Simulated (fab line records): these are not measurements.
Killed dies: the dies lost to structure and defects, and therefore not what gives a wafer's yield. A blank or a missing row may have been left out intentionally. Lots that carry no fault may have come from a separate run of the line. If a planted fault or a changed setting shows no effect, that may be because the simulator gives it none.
Code-filled problem report in 8D (eight disciplines) form ; flow sfqLine ; the parts of the form that need people (team, actions taken, sign-off) are left out

== 1. PROBLEM STATEMENT ==
Across 4 wafers from 3 lots, M1_NB_RS at SFQ_M1_RS_MEAS_909 averages 1.492 ohm/sq, while fault-free wafers read 0.893 ohm/sq with a standard deviation of 0.01. Measured from the usual mean, that is +60 standard deviations.
The step: measures by four-point-probe.
Seen first at day 24 13:54 on filmMetro-02, wafer L810.1. Wafers with a number at this step in the record: 42, from 15 lots. Rule for "out", or "out of limits": more than 4 standard deviations from the usual mean. The rest of the wafers with a number are treated as sound.

== 2. WHAT IT IS AND WHAT IT IS NOT ==
question;is;is not
which readings at this step;M1_NB_RS;-
which lots;L810, L812, L814;L796, L798, L799, L801, L802, L803, L804, L806, L807, L808, L817, L819
which wafers of those lots;L810.1, L812.1, L812.2, L814.2;L810.5, L814.4
read on which gauges;filmMetro-02, filmMetro-03, filmMetro-04;-
when;from day 24 13:54;"up to then (31 sound wafers); but 7 sound wafers of L814, L817, L819 came after"

== 3. SUSPECTS, AND WHAT RULES EACH OUT ==
Counting: if a tool at a process step up to the reading ran every lot that is out, it stays a suspect. Sound lots after the first of them don't rule it out here, since some wafers of a struck lot are sound.
- the gauge at SFQ_M1_RS_MEAS_909 has been ruled out. Those wafers that are out were read across 3 gauges (filmMetro-02, filmMetro-03, filmMetro-04).
- pecvd-04 at SFQ_TRILAYER_I0_DEP_PECVD_027 (deposits SiO2 from SiH4/N2O, time 111.11 s, target thk 500 nm): kept. It processed each lot that is out (first: L810, day 17 15:11); up to then, its last sound lot is L806 (day 16 07:16).
- pvdSputter-03 at SFQ_TRILAYER_M1_DEP_SPUTTER_037 (material Nb, target thk 200 nm, time 133.3 s): kept. It processed each lot that is out (first: L810, day 24 13:49); up to then, its last sound lot is L808 (day 24 01:42).
The count leaves pvdSputter-03 at SFQ_TRILAYER_M1_DEP_SPUTTER_037 and pecvd-04 at SFQ_TRILAYER_I0_DEP_PECVD_027.

== 4. THE CAUSE (what the simulator had put in) ==
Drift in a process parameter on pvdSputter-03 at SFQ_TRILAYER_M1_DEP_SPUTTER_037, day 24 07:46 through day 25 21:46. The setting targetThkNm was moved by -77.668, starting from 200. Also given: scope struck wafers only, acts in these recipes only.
Counting left 2 suspects, and this tool is among them.

== 5. SEQUENCE OF EFFECTS, ordered by route ==
Each row: a reading whose mean over the struck wafers that have a number lies more than 3 standard deviations from the usual. Scope: only readings with a usual standard deviation given in the record; hours: median across lots of the time from each lot's start at the first step in this table that gives one to its start at this step; sigmas: change in usual standard deviations.
hours;step;reading;usual;on struck wafers;change;sigmas
0;SFQ_M1_RS_MEAS_909;M1_NB_RS;0.893 ohm/sq;1.492;+0.599;+60
159;SFQ_TRILAYER_M1_ETCH_METAL_ETCH_042;oesProductAu;0.892 a.u.;0.686;-0.206;-28
Here are the process steps it includes:
- SFQ_TRILAYER_M1_ETCH_METAL_ETCH_042: etches Nb in Cl2/Ar, stops on SiO2, target depth 240 nm, time 120 s.

== 6. WHAT WOULD HAVE CAUGHT IT SOONER ==
The first out-of-limits reading at a measuring or inspecting step in this record came at day 24 13:54, 6 hours after the fault's start at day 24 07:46.
No tool reading at SFQ_TRILAYER_M1_DEP_SPUTTER_037 that has a usual standard deviation in the record was out on any struck wafer, so an alarm limit of 4 standard deviations on those readings would not have fired.
Of the lots that are out (3), L812, L814 began SFQ_TRILAYER_M1_DEP_SPUTTER_037 on pvdSputter-03 after day 24 13:54. A hold on the tool at that time would have spared those 2.
